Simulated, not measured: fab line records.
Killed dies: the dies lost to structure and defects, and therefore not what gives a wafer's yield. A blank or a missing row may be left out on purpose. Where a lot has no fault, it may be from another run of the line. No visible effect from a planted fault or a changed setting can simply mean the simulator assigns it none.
2 desks looking at one fault	flow gf180mcu	only its own numbers are on each desk; what lay behind them is given at the end

TOOL OWNER'S DESK, pvd-sputter-04
The tool's own readings at GF_V5_SPUTTER_21 (material Ti, target thk 15 nm, time 80.02 s): means of the sampled wafers that have a number, for each lot that ran on this tool. A lot is out of limits, marked OUT, if its mean lies more than 4 standard deviations from the usual mean; the brackets give that distance.
Columns: A = chamber-pressure-pa at GF_V5_SPUTTER_21, usual 4.999 Pa; B = substrate-temp-c at GF_V5_SPUTTER_21, usual 199.97 C; C = throttle-valve-pct at GF_V5_SPUTTER_21, usual 30.1 %
lot	first seen here	A	B	C
L677	day 28 03:44	4.995	200.03	29.5
L681	day 29 11:59	5.006	199.98	30.1
L685	day 30 12:25	5.164 (+16) OUT	199.87	29.4
L690	day 31 13:43	5.082 (+8.3) OUT	200.03	28.9
Finding of this desk: L685, L690 out of limits; the first was L685 at day 30 12:25, on chamber-pressure-pa at GF_V5_SPUTTER_21. In limits: L677, L681.

FROM THE METROLOGY DESK
What the gauges read for every lot (on any tool): the sampled wafers with a number, averaged. A lot is out of limits, marked OUT, if its mean lies more than 4 standard deviations from the usual mean; the brackets give that distance.
Columns: A = cd-nm at GF_V5_CD_MEAS_14, usual 260.0 nm; B = V5_OVL at GF_V5_OVL_MEAS_15, usual 1 nm
lot	first seen here	A	B
L677	day 28 02:54	257.4	-3
L681	day 29 11:08	260.2	1
L685	day 30 11:35	260.8	4
L690	day 31 12:50	257.6	-6
L692	day 32 05:54	259.9	4
L698	day 33 15:17	259.4	3
This desk found nothing out of limits on any of the 6 lots.

BROUGHT TOGETHER
An alarm could have come from the tool owner's desk at day 30 12:25, on L685, L690.
The metrology desk saw nothing out of limits.
The metrology desk holds a record of L685, L690, inside its limits.
On pvd-sputter-04, each named lot ran GF_V5_SPUTTER_21.

WHAT HAD BEEN PUT IN BY THE SIMULATOR
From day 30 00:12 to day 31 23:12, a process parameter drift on pvd-sputter-04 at GF_V5_SPUTTER_21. A move of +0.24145 in setting chamber-pressure-pa, from 5. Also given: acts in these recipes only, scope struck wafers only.
Struck lots among those shown: L685, L690.
Delay in hours, fault start to first out-of-limits reading, by desk: the tool owner's desk at 12.
